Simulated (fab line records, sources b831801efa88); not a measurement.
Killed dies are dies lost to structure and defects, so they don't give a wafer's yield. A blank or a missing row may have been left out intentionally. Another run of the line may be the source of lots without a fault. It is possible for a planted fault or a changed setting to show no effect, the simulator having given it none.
fab line records | flow gf180mcu | part 1 of 2: steps 1 to 26 of 35
record: lots: 5 | wafers: 15 | last-day: 33
route steps=602 shown STI@13 DNWELL@32 NWELL@42
lots that met no fault: taken from a fault-free run of the same line
start-h: hours from the record's opening day to when the first of the lot's shown wafers began | wait-h: hours since the lot's step before | " unchanged from the row above | L1.1+2: a single row standing in for several wafers | - either no value or no given start | * or withheld: withheld | < > ~ a bound
route shown NAME@n: names a module that has steps shown in the file, with the first one's number in the route | usual: mean and standard deviation over wafers with no fault | same: alike in all rows | chamber/n: place in a boat | sites: the reading at each site | _std_site: the standard deviation of these | _edge_site: the outer-site mean with the inner-site mean subtracted | radius-mm: how far each site lies from the wafer's centre | mask NAME#n: copy n | behind: tool/chamber where the wafer was last shaped | hold: why the lot was held/for how many hours/how that ended | device: which transistor (n, p or np) failed to switch | end of line: tests run on the same wafers once the route is complete | a step without rows: its recipe alone | killed: count of dies lost to structure and defects at first sort (not the wafer's yield) | map: shows each die of a wafer: x if killed, . if not, _ if none is there
set.NAME: setting as actually run; set.NAME@STEP: the setting as run at that earlier step | model.NAME: the simulator's own value behind a step, which no gauge read
certain route steps with their lots: each step a table, each wafer a row
services: a tool's chamber out of use, with start hour (start-h, from the record's first day; less than 0 if before it), hours out, and reason
== steps ==
step: GF_STI_CD_MEAS_12
recipe: target-cd-nm: 220
usual: cd-nm: 220.1/1.2
lot.wafer | tool      | chamber | start-h | wait-h | cd-nm
L074.1    | cd-sem-02 | -       | 25.25   | 0.1    | 221.4
L074.3    | "         | -       | "       | "      | 222.0
L074.5    | "         | -       | "       | "      | 221.2
L077.2    | cd-sem-02 | -       | 40.00   | 0.1    | 220.5
L077.5    | "         | -       | "       | "      | 221.2
L077.6    | "         | -       | "       | "      | 220.0
L080.1    | cd-sem-02 | -       | 56.09   | 0.1    | 220.4
L080.3    | "         | -       | "       | "      | 221.0
L080.6    | "         | -       | "       | "      | 221.4
L086.1    | cd-sem-02 | -       | 88.04   | 0.1    | 219.7
L086.2    | "         | -       | "       | "      | 219.5
L086.3    | "         | -       | "       | "      | 218.6
L090.1    | cd-sem-01 | -       | 109.39  | 0.1    | 220.2
L090.2    | "         | -       | "       | "      | 219.7
L090.5    | "         | -       | "       | "      | 220.1
step: GF_STI_ETCH_13
recipe: chemistry: CHF3/O2 | stop-on: Si | over-etch-frac: 0.3 | target-depth-a: 2823.1 | source-w: 600 | bias-w: 200 | pressure-mtorr: 40 | chf3-flow-sccm: 50 | O2_flow_sccm: 5 | time-s: 112.9
usual: drypump-motor-current-A: 5.7/0.52 | oes-product-au: 0.832/0.006 | throttle-valve-pct: 8.810/0.0094
lot.wafer | tool        | chamber | start-h | wait-h | drypump-motor-current-A | oes-product-au | rf-hours-counter-h | throttle-valve-pct
L074.1    | rie-diel-03 | 1       | 25.37   | 0.1    | 4.9                     | 0.831          | 162                | 8.804
L074.3    | "           | 2       | "       | "      | 6.4                     | 0.837          | 116                | 8.814
L074.5    | "           | 0       | "       | "      | 5.7                     | 0.832          | -                  | 8.810
L077.2    | rie-diel-03 | 3       | 40.10   | 0.1    | 6.4                     | 0.823          | 146                | 8.808
L077.5    | "           | 3       | "       | "      | 6.4                     | 0.825          | -                  | 8.788
L077.6    | "           | 2       | "       | "      | 6.4                     | 0.822          | -                  | 8.814
L080.1    | rie-diel-01 | 2       | 56.21   | 0.1    | 5.4                     | 0.834          | 42                 | 8.822
L080.3    | "           | 1       | "       | "      | 5.4                     | 0.830          | 38                 | 8.809
L080.6    | "           | 2       | "       | "      | 5.4                     | 0.830          | -                  | 8.824
L086.1    | rie-diel-01 | 1       | 88.16   | 0.1    | 5.4                     | 0.836          | 39                 | 8.825
L086.2    | "           | 0       | "       | "      | 5.3                     | 0.831          | 28                 | 8.809
L086.3    | "           | 2       | "       | "      | 5.4                     | 0.835          | 43                 | 8.801
L090.1    | rie-diel-03 | 1       | 109.51  | 0.1    | 4.9                     | 0.830          | 163                | 8.830
L090.2    | "           | 3       | "       | "      | 6.5                     | 0.831          | 148                | 8.811
L090.5    | "           | 0       | "       | "      | 5.7                     | 0.816          | -                  | 8.799
step: GF_STI_ETCH_14
recipe: target: Si | chemistry: HBr/Cl2/O2 | target-depth-nm: 360 | icp-w: 600 | bias-w: 150 | pressure-mtorr: 15 | HBr_flow_sccm: 150 | Cl2_flow_sccm: 40 | O2_flow_sccm: 6 | time-s: 102.9
usual: drypump-motor-current-A: 5.7/0.52 | oes-product-au: 1.003/0.011 | throttle-valve-pct: 25.654/0.011
lot.wafer | tool      | chamber | start-h | wait-h | drypump-motor-current-A | oes-product-au | rf-hours-counter-h | throttle-valve-pct
L074.1    | rie-si-01 | 2       | 25.44   | 0.0    | 5.8                     | 0.999          | 15                 | 25.652
L074.3    | "         | 1       | "       | "      | 5.8                     | 1.004          | 139                | 25.652
L074.5    | "         | 1       | "       | "      | 5.9                     | 1.016          | -                  | 25.649
L077.2    | rie-si-02 | 3       | 40.18   | 0.0    | 6.6                     | 0.998          | 107                | 25.669
L077.5    | "         | 1       | "       | "      | 4.9                     | 0.987          | -                  | 25.649
L077.6    | "         | 3       | "       | "      | 6.6                     | 0.991          | -                  | 25.667
L080.1    | rie-si-01 | 2       | 56.29   | 0.0    | 5.8                     | 1.015          | 16                 | 25.641
L080.3    | "         | 3       | "       | "      | 5.6                     | 1.000          | 118                | 25.657
L080.6    | "         | 3       | "       | "      | 5.6                     | 0.990          | -                  | 25.633
L086.1    | rie-si-02 | 3       | 88.24   | 0.0    | 6.6                     | 0.991          | 108                | 25.667
L086.2    | "         | 0       | "       | "      | 5.0                     | 0.988          | 4                  | 25.658
L086.3    | "         | 2       | "       | "      | 5.6                     | 0.992          | 75                 | 25.651
L090.1    | rie-si-02 | 0       | 109.59  | 0.0    | 4.9                     | 0.993          | 4                  | 25.656
L090.2    | "         | 1       | "       | "      | 4.9                     | 0.998          | 33                 | 25.652
L090.5    | "         | 0       | "       | "      | 5.0                     | 0.993          | -                  | 25.654
step: GF_STI_STRIP_15
recipe: chemistry: O2/N2 | power-w: 1400 | pressure-mtorr: 1500 | platen-temp-c: 250 | o2-flow-sccm: 3000 | n2-flow-sccm: 300 | overash-fraction: 0.5
usual: drypump-motor-current-A: 5.4/0.61 | heater-power-w: 342/33 | n2-flow-sccm: 300.0/0.9 | oes-product-au: 0.383/0.0052 | platen-temp-c: 250.00/0.19 | strip-time-to-endpoint-s: 3.72/0.051
lot.wafer | tool            | chamber | start-h | wait-h | drypump-motor-current-A | heater-power-w | n2-flow-sccm | oes-product-au | platen-temp-c | rf-hours-counter-h | strip-time-to-endpoint-s
L074.1    | plasma-asher-01 | 0       | 25.52   | 0.0    | 4.9                     | 352            | 299.3        | 0.383          | 249.86        | 38                 | 3.66
L074.3    | "               | 1       | "       | "      | 6.1                     | 353            | 298.6        | 0.376          | 250.09        | -                  | 3.77
L074.5    | "               | 1       | "       | "      | 6.1                     | 357            | 298.3        | 0.383          | 249.87        | -                  | 3.67
L077.2    | plasma-asher-04 | 1       | 40.25   | 0.0    | 6.5                     | 334            | 302.2        | 0.380          | 250.21        | 24                 | 3.79
L077.5    | "               | 1       | "       | "      | 6.5                     | 329            | 301.2        | 0.389          | 250.20        | -                  | 3.82
L077.6    | "               | 0       | "       | "      | 5.0                     | 274            | 300.6        | 0.387          | 250.37        | -                  | 3.79
L080.1    | plasma-asher-01 | 1       | 56.37   | 0.0    | 6.1                     | 356            | 299.7        | 0.393          | 250.36        | 43                 | 3.73
L080.3    | "               | 0       | "       | "      | 4.9                     | 345            | 299.9        | 0.376          | 250.20        | -                  | 3.68
L080.6    | "               | 1       | "       | "      | 6.1                     | 357            | 299.8        | 0.385          | 250.12        | -                  | 3.73
L086.1    | plasma-asher-03 | 0       | 88.32   | 0.0    | 5.0                     | 334            | 299.5        | 0.388          | 249.91        | 41                 | 3.74
L086.2    | "               | 1       | "       | "      | 5.1                     | 387            | 298.9        | 0.380          | 250.00        | 41                 | 3.77
L086.3    | "               | 1       | "       | "      | 5.1                     | 393            | 300.0        | 0.391          | 250.06        | -                  | 3.87
L090.1    | plasma-asher-04 | 1       | 109.67  | 0.0    | 6.5                     | 341            | 298.8        | 0.383          | 250.25        | 31                 | 3.69
L090.2    | "               | 0       | "       | "      | 5.0                     | 278            | 300.3        | 0.389          | 249.86        | 31                 | 3.76
L090.5    | "               | 0       | "       | "      | 5.0                     | 271            | 299.6        | 0.385          | 249.86        | -                  | 3.73
step: GF_STI_CLEAN_16
recipe: chemistry: dHF | time-s: 25 | dilution: 100:1
lot.wafer  | tool         | chamber | start-h | wait-h
L074.1+3+5 | wet-bench-01 | 2       | 25.62   | 0.1
L077.2+5+6 | wet-bench-01 | 1       | 40.35   | 0.1
L080.1+3+6 | wet-bench-03 | 2       | 56.47   | 0.1
L086.1+2+3 | wet-bench-01 | 2       | 88.42   | 0.1
L090.1+2+5 | wet-bench-03 | 2       | 109.77  | 0.1
step: GF_STI_WET_ETCH_17
recipe: chemistry: H3PO4 | target-depth-nm: 45 | temp-c: 160 | target: Si3N4 | time-s: 514
lot.wafer  | tool         | chamber | start-h | wait-h
L074.1+3+5 | wet-bench-04 | 3       | 25.63   | 0.0
L077.2+5+6 | wet-bench-03 | 0       | 40.37   | 0.0
L080.1+3+6 | wet-bench-04 | 3       | 56.48   | 0.0
L086.1+2+3 | wet-bench-04 | 3       | 88.43   | 0.0
L090.1+2+5 | wet-bench-01 | 2       | 109.78  | 0.0
step: GF_STI_CLEAN_18
recipe: chemistry: SC1/SC2 | mix: 1:4:20 | temp-c: 70 | time-s: 150
lot.wafer  | tool         | chamber | start-h | wait-h
L074.1+3+5 | wet-bench-03 | 2       | 25.80   | 0.0
L077.2+5+6 | wet-bench-04 | 3       | 40.52   | 0.0
L080.1+3+6 | wet-bench-03 | 1       | 56.65   | 0.0
L086.1+2+3 | wet-bench-01 | 3       | 88.60   | 0.0
L090.1+2+5 | wet-bench-04 | 1       | 109.95  | 0.0
step: GF_STI_CLEAN_19
recipe: chemistry: dHF | time-s: 20 | dilution: 100:1
lot.wafer  | tool         | chamber | start-h | wait-h
L074.1+3+5 | wet-bench-01 | 2       | 25.91   | 0.0
L077.2+5+6 | wet-bench-03 | 2       | 40.58   | 0.0
L080.1+3+6 | wet-bench-01 | 0       | 56.70   | 0.0
L086.1+2+3 | wet-bench-03 | 0       | 88.65   | 0.0
L090.1+2+5 | wet-bench-03 | 1       | 110.00  | 0.0
step: GF_STI_WET_ETCH_20
recipe: chemistry: dHF | dilution: 100:1 | target-depth-nm: 20 | temp-c: 25 | dry: ipa-marangoni | target: SiO2 | time-s: 400
lot.wafer  | tool         | chamber | start-h | wait-h
L074.1+3+5 | wet-bench-04 | 0       | 25.92   | 0.0
L077.2+5+6 | wet-bench-04 | 3       | 40.59   | 0.0
L080.1+3+6 | wet-bench-04 | 0       | 56.73   | 0.0
L086.1+2+3 | wet-bench-04 | 0       | 88.67   | 0.0
L090.1+2+5 | wet-bench-01 | 0       | 110.01  | 0.0
step: GF_STI_OXIDATION_21
recipe: temp-c: 1000 | ambient: O2 | stabilise-s: 600 | purge-s: 300 | target-thk-a: 150 | ox-time-s: 458
usual: spike-tc-lower-C: 1001.0/1.2 | tube_center_temp_C_max: 1002.5/0.42 | zone-power-top-pct: 37.8/0.39
same: ox-time-s: 458
lot.wafer | tool       | chamber | start-h | wait-h | spike-tc-lower-C | tube_center_temp_C_max | zone-power-top-pct
L074.1    | furnace-02 | 0       | 26.05   | 0.0    | 1002.2           | 1002.6                 | 37.7
L074.3    | "          | 0       | "       | "      | 999.3            | 1002.3                 | 37.9
L074.5    | "          | 0       | "       | "      | 1000.4           | 1002.6                 | 37.0
L077.2    | furnace-01 | 0       | 41.51   | 0.8    | 1001.1           | 1002.4                 | 37.9
L077.5    | "          | 0       | "       | "      | 1000.4           | 1002.5                 | 37.8
L077.6    | "          | 0       | "       | "      | 1002.7           | 1002.7                 | 37.6
L080.1    | furnace-01 | 0       | 57.20   | 0.3    | 1001.0           | 1002.4                 | 38.4
L080.3    | "          | 0       | "       | "      | 1001.5           | 1002.4                 | 38.4
L080.6    | "          | 0       | "       | "      | 1002.8           | 1003.6                 | 38.4
L086.1    | furnace-02 | 0       | 91.02   | 2.2    | 1001.0           | 1002.7                 | 38.4
L086.2    | "          | 0       | "       | "      | 1000.8           | 1002.3                 | 37.3
L086.3    | "          | 0       | "       | "      | 1001.3           | 1002.8                 | 37.5
L090.1    | furnace-02 | 0       | 110.14  | 0.0    | 1001.5           | 1002.5                 | 38.2
L090.2    | "          | 0       | "       | "      | 999.3            | 1003.5                 | 37.4
L090.5    | "          | 0       | "       | "      | 1000.3           | 1001.6                 | 38.3
step: GF_STI_THK_MEAS_22
recipe: reads: SiO2_of_STI_OXIDATION_21
usual: STI_OXIDATION_01_THK: 14.8/0.31
lot.wafer | tool          | chamber | start-h | wait-h | STI_OXIDATION_01_THK[nm]
L074.1    | film-metro-03 | -       | 27.18   | 0.0    | 14.6
L074.3    | "             | -       | "       | "      | 14.7
L074.5    | "             | -       | "       | "      | 14.8
L077.2    | film-metro-01 | -       | 42.65   | 0.0    | 15.2
L077.5    | "             | -       | "       | "      | 15.0
L077.6    | "             | -       | "       | "      | 15.1
L080.1    | film-metro-01 | -       | 58.33   | 0.0    | 15.1
L080.3    | "             | -       | "       | "      | 14.9
L080.6    | "             | -       | "       | "      | 14.8
L086.1    | film-metro-01 | -       | 92.14   | 0.0    | 14.9
L086.2    | "             | -       | "       | "      | 15.1
L086.3    | "             | -       | "       | "      | 15.0
L090.1    | film-metro-01 | -       | 111.27  | 0.0    | 14.0
L090.2    | "             | -       | "       | "      | 14.0
L090.5    | "             | -       | "       | "      | 13.9
step: GF_STI_CVD_23
recipe: material: SiO2 | target-thk-nm: 650 | sigma-open-frac: 0.3 | time-s: 108.3 | temp-c: 600 | sih4-flow-sccm: 60 | pressure-mtorr: 6
lot.wafer  | tool      | chamber | start-h | wait-h
L074.1+3+5 | hdpcvd-02 | 0,2,2   | 27.24   | 0.1
L077.2+5+6 | hdpcvd-02 | 1,1,0   | 42.70   | 0.0
L080.1+3+6 | hdpcvd-02 | 2,1,0   | 58.39   | 0.1
L086.1+2+3 | hdpcvd-02 | 1,0,2   | 92.20   | 0.1
L090.1+2+5 | hdpcvd-02 | 1,0,0   | 111.33  | 0.1
step: GF_STI_THK_MEAS_24
recipe: reads: SiO2_of_STI_CVD_23
usual: STI_CVD_23_THK: 654/6
lot.wafer | tool          | chamber | start-h | wait-h | STI_CVD_23_THK[nm]
L074.1    | film-metro-03 | -       | 27.32   | 0.0    | 664
L074.3    | "             | -       | "       | "      | 656
L074.5    | "             | -       | "       | "      | 657
L077.2    | film-metro-03 | -       | 42.79   | 0.0    | 656
L077.5    | "             | -       | "       | "      | 663
L077.6    | "             | -       | "       | "      | 668
L080.1    | film-metro-03 | -       | 58.46   | 0.0    | 662
L080.3    | "             | -       | "       | "      | 650
L080.6    | "             | -       | "       | "      | 661
L086.1    | film-metro-03 | -       | 92.28   | 0.0    | 653
L086.2    | "             | -       | "       | "      | 648
L086.3    | "             | -       | "       | "      | 648
L090.1    | film-metro-03 | -       | 111.41  | 0.0    | 657
L090.2    | "             | -       | "       | "      | 656
L090.5    | "             | -       | "       | "      | 660
step: GF_STI_CMP_25
recipe: stop-on: Si3N4 | t-overpolish-s: 33 | down-force-psi: 4 | platen-rpm: 60 | target-thk-nm: 524.6 | pad-velocity-m-s: 0.94248
usual: motor-current-A: 12.3/0.98 | overpolish-run-s: 32.999/0.0088 | platen-rpm: 60.00/0.042 | retaining-ring-pressure-frac: 1.000/0.0052 | slurry-filter-dp-kPa: 13.49/0.14 | time-to-endpoint-s: 128/5.3
lot.wafer | tool   | chamber | start-h | wait-h | motor-current-A | overpolish-run-s | platen-rpm | retaining-ring-pressure-frac | slurry-filter-dp-kPa | time-to-endpoint-s
L074.1    | cmp-02 | 0       | 27.48   | 0.1    | 11.1            | 32.996           | 60.03      | 0.999                        | 13.48                | 133
L074.3    | "      | 1       | "       | "      | 14.4            | 33.006           | 59.99      | 1.002                        | 13.35                | 130
L074.5    | "      | 3       | "       | "      | 12.8            | 33.000           | 59.91      | 1.006                        | 13.52                | 129
L077.2    | cmp-01 | 2       | 42.84   | 0.0    | 11.9            | 33.004           | 59.99      | 1.003                        | 13.62                | 128
L077.6    | "      | 2       | "       | "      | 13.2            | 32.999           | 59.99      | 0.994                        | 13.40                | 130
L077.5    | "      | 3       | "       | "      | 12.7            | 32.999           | 59.98      | 1.001                        | 13.40                | 130
L080.1    | cmp-01 | 3       | 58.62   | 0.1    | 12.6            | 33.005           | 60.01      | 1.000                        | 13.71                | 128
L080.3    | "      | 0       | "       | "      | 11.3            | 33.025           | 60.01      | 1.002                        | 13.46                | 132
L080.6    | "      | 1       | "       | "      | 12.3            | 32.986           | 60.04      | 1.002                        | 13.63                | 123
L086.3    | cmp-01 | 2       | 92.34   | 0.0    | 12.3            | 32.995           | 59.96      | 1.002                        | 13.46                | 134
L086.2    | "      | 3       | "       | "      | 13.5            | 33.003           | 60.01      | 0.992                        | 13.34                | 126
L086.1    | "      | 1       | "       | "      | 12.1            | 32.999           | 60.01      | 1.007                        | 13.62                | 130
L090.1    | cmp-01 | 0       | 111.47  | 0.1    | 11.5            | 33.000           | 60.05      | 1.007                        | 13.38                | 129
L090.2    | "      | 1       | "       | "      | 12.4            | 33.001           | 60.01      | 1.002                        | 13.41                | 123
L090.5    | "      | 0       | "       | "      | 11.8            | 33.005           | 59.97      | 1.004                        | 13.52                | 129
step: GF_STI_WET_ETCH_26
recipe: chemistry: dHF | target-depth-nm: 94 | target: SiO2 | temp-c: 25 | dilution: 10:1 | time-s: 188
lot.wafer  | tool         | chamber | start-h | wait-h
L074.1+3+5 | wet-bench-03 | 1       | 27.68   | 0.1
L077.2+5+6 | wet-bench-03 | 1       | 43.14   | 0.2
L080.1+3+6 | wet-bench-03 | 0       | 58.82   | 0.1
L086.1+2+3 | wet-bench-03 | 3       | 92.64   | 0.1
L090.1+2+5 | wet-bench-01 | 1       | 111.77  | 0.2
step: GF_STI_WET_ETCH_27
recipe: chemistry: H3PO4 | target-depth-nm: 160 | target: Si3N4 | temp-c: 160 | time-s: 1825
lot.wafer  | tool         | chamber | start-h | wait-h
L074.1+3+5 | wet-bench-03 | 2       | 27.82   | 0.0
L077.2+5+6 | wet-bench-01 | 2       | 43.20   | 0.0
L080.1+3+6 | wet-bench-01 | 3       | 58.88   | 0.0
L086.1+2+3 | wet-bench-04 | 2       | 92.70   | 0.0
L090.1+2+5 | wet-bench-01 | 0       | 111.83  | 0.0
step: GF_STI_WET_ETCH_28
recipe: chemistry: dHF | target-depth-nm: 20 | dry: ipa-marangoni | target: SiO2 | temp-c: 25 | dilution: 10:1 | time-s: 40
lot.wafer  | tool         | chamber | start-h | wait-h
L074.1+3+5 | wet-bench-04 | 0       | 29.05   | 0.0
L077.2+5+6 | wet-bench-04 | 0       | 43.71   | 0.0
L080.1+3+6 | wet-bench-04 | 1       | 59.91   | 0.0
L086.1+2+3 | wet-bench-01 | 1       | 93.26   | 0.0
L090.1+2+5 | wet-bench-03 | 0       | 112.39  | 0.0
step: GF_STI_OXIDATION_29
recipe: temp-c: 900 | ambient: O2 | stabilise-s: 600 | purge-s: 300 | target-thk-a: 100 | ox-time-s: 1418
usual: spike-tc-lower-C: 901.2/1.2 | tube_center_temp_C_max: 902.3/0.38 | zone-power-top-pct: 31.8/0.38
same: ox-time-s: 1418
lot.wafer | tool       | chamber | start-h | wait-h | spike-tc-lower-C | tube_center_temp_C_max | zone-power-top-pct
L074.1    | furnace-02 | 0       | 30.22   | 1.2    | 900.1            | 902.5                  | 31.6
L074.3    | "          | 0       | "       | "      | 901.0            | 902.3                  | 31.6
L074.5    | "          | 0       | "       | "      | 901.3            | 902.2                  | 31.7
L077.2    | furnace-01 | 0       | 44.20   | 0.5    | 902.0            | 902.0                  | 32.3
L077.5    | "          | 0       | "       | "      | 903.2            | 902.8                  | 31.8
L077.6    | "          | 0       | "       | "      | 901.3            | 902.3                  | 31.4
L080.1    | furnace-01 | 0       | 59.93   | 0.0    | 901.8            | 901.9                  | 31.9
L080.3    | "          | 0       | "       | "      | 901.4            | 902.2                  | 32.3
L080.6    | "          | 0       | "       | "      | 901.2            | 902.7                  | 31.8
L086.1    | furnace-01 | 0       | 93.29   | 0.0    | 900.2            | 903.3                  | 32.3
L086.2    | "          | 0       | "       | "      | 900.8            | 902.1                  | 32.5
L086.3    | "          | 0       | "       | "      | 899.8            | 902.4                  | 31.6
L090.1    | furnace-02 | 0       | 112.41  | 0.0    | 900.7            | 902.1                  | 32.1
L090.2    | "          | 0       | "       | "      | 902.1            | 901.9                  | 31.4
L090.5    | "          | 0       | "       | "      | 899.5            | 902.5                  | 31.4
step: GF_STI_THK_MEAS_30
recipe: reads: SiO2_of_STI_OXIDATION_29
usual: STI_OXIDATION_02_THK: 9.88/0.17
lot.wafer | tool          | chamber | start-h | wait-h | STI_OXIDATION_02_THK[nm]
L074.1    | film-metro-02 | -       | 31.61   | 0.0    | 9.52
L074.3    | "             | -       | "       | "      | 9.55
L074.5    | "             | -       | "       | "      | 9.50
L077.2    | film-metro-03 | -       | 45.60   | 0.0    | 9.75
L077.5    | "             | -       | "       | "      | 9.83
L077.6    | "             | -       | "       | "      | 9.75
L080.1    | film-metro-03 | -       | 61.33   | 0.0    | 9.91
L080.3    | "             | -       | "       | "      | 9.91
L080.6    | "             | -       | "       | "      | 9.83
L086.1    | film-metro-01 | -       | 94.68   | 0.0    | 9.92
L086.2    | "             | -       | "       | "      | 9.87
L086.3    | "             | -       | "       | "      | 9.94
L090.1    | film-metro-03 | -       | 113.81  | 0.0    | 9.77
L090.2    | "             | -       | "       | "      | 9.75
L090.5    | "             | -       | "       | "      | 9.64
step: GF_DNWELL_DEHYDRATE_00
recipe: temp-c: 200 | time-s: 60
usual: chill-plate-temp-C: 23.01/0.11
lot.wafer | tool           | chamber | start-h | wait-h | chill-plate-temp-C
L074.1    | litho-track-02 | 0       | 37.24   | 5.6    | 22.99
L074.3    | "              | 0       | "       | "      | 22.99
L074.5    | "              | 0       | "       | "      | 22.85
L077.2    | litho-track-04 | 0       | 51.46   | 5.8    | 22.96
L077.5    | "              | 0       | "       | "      | 23.04
L077.6    | "              | 0       | "       | "      | 22.97
L080.1    | litho-track-04 | 0       | 66.98   | 5.6    | 22.96
L080.3    | "              | 0       | "       | "      | 22.92
L080.6    | "              | 0       | "       | "      | 22.97
L086.1    | litho-track-04 | 0       | 101.33  | 6.6    | 23.02
L086.2    | "              | 0       | "       | "      | 22.90
L086.3    | "              | 0       | "       | "      | 22.79
L090.1    | litho-track-02 | 0       | 120.94  | 7.1    | 23.05
L090.2    | "              | 0       | "       | "      | 22.97
L090.5    | "              | 0       | "       | "      | 23.13
step: GF_DNWELL_HMDS_01
recipe: prime-time-s: 60 | prime-temp-c: 120
usual: chill-plate-temp-C: 22.97/0.11
lot.wafer | tool           | chamber | start-h | wait-h | chill-plate-temp-C
L074.1    | litho-track-02 | 0       | 37.39   | 0.1    | 23.03
L074.3    | "              | 0       | "       | "      | 23.25
L074.5    | "              | 0       | "       | "      | 22.95
L077.2    | litho-track-04 | 0       | 51.61   | 0.1    | 23.07
L077.5    | "              | 0       | "       | "      | 22.97
L077.6    | "              | 0       | "       | "      | 22.93
L080.1    | litho-track-04 | 0       | 67.13   | 0.1    | 22.76
L080.3    | "              | 0       | "       | "      | 22.83
L080.6    | "              | 0       | "       | "      | 22.87
L086.1    | litho-track-04 | 0       | 101.48  | 0.1    | 23.14
L086.2    | "              | 0       | "       | "      | 23.00
L086.3    | "              | 0       | "       | "      | 22.99
L090.1    | litho-track-02 | 0       | 121.09  | 0.1    | 22.80
L090.2    | "              | 0       | "       | "      | 22.97
L090.5    | "              | 0       | "       | "      | 22.99
step: GF_DNWELL_COAT_02
recipe: spin-rpm: 2000 | resist-thk-nm: 3000
usual: chill-plate-temp-C: 22.99/0.1
lot.wafer | tool           | chamber | start-h | wait-h | chill-plate-temp-C
L074.1    | litho-track-02 | 0       | 37.54   | 0.1    | 22.80
L074.3    | "              | 0       | "       | "      | 22.90
L074.5    | "              | 0       | "       | "      | 22.91
L077.2    | litho-track-04 | 0       | 51.76   | 0.1    | 23.02
L077.5    | "              | 0       | "       | "      | 23.13
L077.6    | "              | 0       | "       | "      | 23.18
L080.1    | litho-track-04 | 0       | 67.28   | 0.1    | 23.18
L080.3    | "              | 0       | "       | "      | 23.18
L080.6    | "              | 0       | "       | "      | 23.08
L086.1    | litho-track-04 | 0       | 101.63  | 0.1    | 23.05
L086.2    | "              | 0       | "       | "      | 23.03
L086.3    | "              | 0       | "       | "      | 23.04
L090.1    | litho-track-02 | 0       | 121.24  | 0.1    | 23.07
L090.2    | "              | 0       | "       | "      | 22.97
L090.5    | "              | 0       | "       | "      | 23.01
step: GF_DNWELL_SOFTBAKE_03
recipe: temp-c: 110 | time-s: withheld
usual: chill-plate-temp-C: 23.01/0.1
lot.wafer | tool           | chamber | start-h | wait-h | chill-plate-temp-C
L074.1    | litho-track-02 | 0       | 37.69   | 0.1    | 22.97
L074.3    | "              | 0       | "       | "      | 23.16
L074.5    | "              | 0       | "       | "      | 22.98
L077.2    | litho-track-04 | 0       | 51.91   | 0.1    | 22.93
L077.5    | "              | 0       | "       | "      | 22.86
L077.6    | "              | 0       | "       | "      | 22.96
L080.1    | litho-track-04 | 0       | 67.43   | 0.1    | 23.00
L080.3    | "              | 0       | "       | "      | 22.92
L080.6    | "              | 0       | "       | "      | 22.97
L086.1    | litho-track-04 | 0       | 101.78  | 0.1    | 22.91
L086.2    | "              | 0       | "       | "      | 23.00
L086.3    | "              | 0       | "       | "      | 23.04
L090.1    | litho-track-02 | 0       | 121.39  | 0.1    | 22.79
L090.2    | "              | 0       | "       | "      | 22.97
L090.5    | "              | 0       | "       | "      | 22.87
step: GF_DNWELL_EXPOSE_04
recipe: mask-id: DNWELL | target-cd-nm: 1700 | na: 0.6 | source-shape: conventional | sigma-outer: 0.6 | dose-mj: 260
same: sigma-outer: 0.6
lot.wafer  | tool             | chamber | start-h | wait-h | mask
L074.1+3+5 | iline-stepper-01 | 0       | -       | -      | DNWELL#0
L077.2+5+6 | iline-stepper-01 | 0       | -       | -      | DNWELL#0
L080.1+3+6 | iline-stepper-02 | 0       | -       | -      | DNWELL#0
L086.1+2+3 | iline-stepper-02 | 0       | -       | -      | DNWELL#0
L090.1+2+5 | iline-stepper-01 | 0       | -       | -      | DNWELL#0
step: GF_DNWELL_PEB_05
recipe: temp-c: 115 | time-s: withheld
usual: chill-plate-temp-C: 23.01/0.096
lot.wafer | tool           | chamber | start-h | wait-h | chill-plate-temp-C
L074.1    | litho-track-04 | 0       | -       | -      | 23.07
L074.3    | "              | 0       | "       | "      | 23.06
L074.5    | "              | 0       | "       | "      | 23.00
L077.2    | litho-track-02 | 0       | -       | -      | 22.93
L077.5    | "              | 0       | "       | "      | 23.03
L077.6    | "              | 0       | "       | "      | 23.00
L080.1    | litho-track-02 | 0       | -       | -      | 23.12
L080.3    | "              | 0       | "       | "      | 23.06
L080.6    | "              | 0       | "       | "      | 23.27
L086.1    | litho-track-01 | 0       | -       | -      | 23.22
L086.2    | "              | 0       | "       | "      | 23.24
L086.3    | "              | 0       | "       | "      | 23.18
L090.1    | litho-track-02 | 0       | -       | -      | 22.98
L090.2    | "              | 0       | "       | "      | 23.05
L090.5    | "              | 0       | "       | "      | 22.96
step: GF_DNWELL_DEVELOP_06
recipe: wall-angle-deg: 90 | develop-time-s: 60 | dev-temp-c: 23
usual: chill-plate-temp-C: 23.01/0.091 | developer-temp-C: 22.97/0.1
same: develop-time-s: 60
lot.wafer | tool           | chamber | start-h | wait-h | chill-plate-temp-C | developer-temp-C
L074.1    | litho-track-04 | 0       | -       | -      | 23.20              | 22.85
L074.3    | "              | 0       | "       | "      | 23.02              | 23.02
L074.5    | "              | 0       | "       | "      | 22.99              | 22.74
L077.2    | litho-track-02 | 0       | -       | -      | 23.05              | 22.94
L077.5    | "              | 0       | "       | "      | 22.98              | 22.83
L077.6    | "              | 0       | "       | "      | 23.12              | 22.91
L080.1    | litho-track-02 | 0       | -       | -      | 22.85              | 23.06
L080.3    | "              | 0       | "       | "      | 22.92              | 22.90
L080.6    | "              | 0       | "       | "      | 22.98              | 23.02
L086.1    | litho-track-01 | 0       | -       | -      | 23.09              | 22.99
L086.2    | "              | 0       | "       | "      | 23.08              | 23.10
L086.3    | "              | 0       | "       | "      | 23.09              | 23.03
L090.1    | litho-track-02 | 0       | -       | -      | 23.05              | 22.99
L090.2    | "              | 0       | "       | "      | 22.93              | 23.04
L090.5    | "              | 0       | "       | "      | 23.05              | 23.02
